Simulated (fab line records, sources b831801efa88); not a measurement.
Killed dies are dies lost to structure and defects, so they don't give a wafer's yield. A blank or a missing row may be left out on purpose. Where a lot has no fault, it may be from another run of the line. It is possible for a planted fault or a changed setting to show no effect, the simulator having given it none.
What tool caused it? | flow sky130 | 11 lots, 33 wafers sampled, at 2 steps of a route of 708

== WHAT THE GAUGES READ, wafer by wafer ==
SKY_SONOS_ONO_THK_MEAS_05.
lot  | measured     | on            | SONOS_ONO_CVD_04_THK (nm)
L235 | day 12 05:37 | film_metro-04 | 5.55 5.67 5.64
L237 | day 12 19:41 | film_metro-01 | 5.57 5.59 5.72
L238 | day 12 23:44 | film_metro-04 | 5.50 5.64 5.64
L240 | day 13 08:43 | film_metro-04 | 5.70 5.79 5.90
L241 | day 13 14:13 | film_metro-04 | 5.69 5.66 5.58
L242 | day 14 08:14 | film_metro-04 | 5.81 5.85 5.76
L243 | day 14 12:48 | film_metro-01 | 5.73 5.55 5.66
L244 | day 14 17:04 | film_metro-02 | 5.69 5.84 5.74
L246 | day 15 06:39 | film_metro-02 | 5.68 5.76 5.71
L250 | day 16 14:28 | film_metro-02 | 5.58 5.50 5.47
L254 | day 17 18:19 | film_metro-02 | 8.98 9.02 9.05

== WHICH TOOL RAN EACH LOT (tool, then ch and the chambers of the sampled wafers, then the start) ==
lot  | SKY_SONOS_ONO_CVD_04
L235 | lpcvd-03 ch 1, day 12 04:21
L237 | lpcvd-03 ch 0, day 12 18:26
L238 | lpcvd-03 ch 0, day 12 22:29
L240 | lpcvd-03 ch 0, day 13 07:26
L241 | lpcvd-03 ch 0, day 13 12:57
L242 | lpcvd-03 ch 1, day 14 06:59
L243 | lpcvd-03 ch 0, day 14 11:33
L244 | lpcvd-03 ch 0, day 14 15:48
L246 | lpcvd-03 ch 1, day 15 05:24
L250 | lpcvd-03 ch 1, day 16 13:11
L254 | lpcvd-03 ch 0, day 17 17:04
- SKY_SONOS_ONO_CVD_04: deposits SiO2 from SiH4/N2O, target thk 5.7199 nm.

== THE ANSWER, worked out from the rows above alone ==
Rule: the lots themselves supply what counts as usual. The widest of any qualifying gaps counts: lots, ordered by their means at a reading, are off when they make up no more than a third of the lots, leave a main group of 4 or more, and stand apart from it by 3 or more times the standard deviation of that group's means. The tables above print the reading to a certain number of digits; a main group whose means all agree to those digits is not used. A lot without any number at a reading at which 4 lots or more have one is off too. Any other lot the step has rows for is counted as sound.
Off: L254, seen at SKY_SONOS_ONO_THK_MEAS_05 (SONOS_ONO_CVD_04_THK). Main group: mean 5.67 nm, sd 0.089.
A tool fits if, at a process step before that reading, it ran every lot that is off, and no sound lot after the first of them. Gauges at SKY_SONOS_ONO_THK_MEAS_05: tried the same way as those tools. This does not decide it: 2 tools fit, namely lpcvd-03 at SKY_SONOS_ONO_CVD_04 and film_metro-02 at SKY_SONOS_ONO_THK_MEAS_05.

== WHAT THE SIMULATOR PUT IN ==
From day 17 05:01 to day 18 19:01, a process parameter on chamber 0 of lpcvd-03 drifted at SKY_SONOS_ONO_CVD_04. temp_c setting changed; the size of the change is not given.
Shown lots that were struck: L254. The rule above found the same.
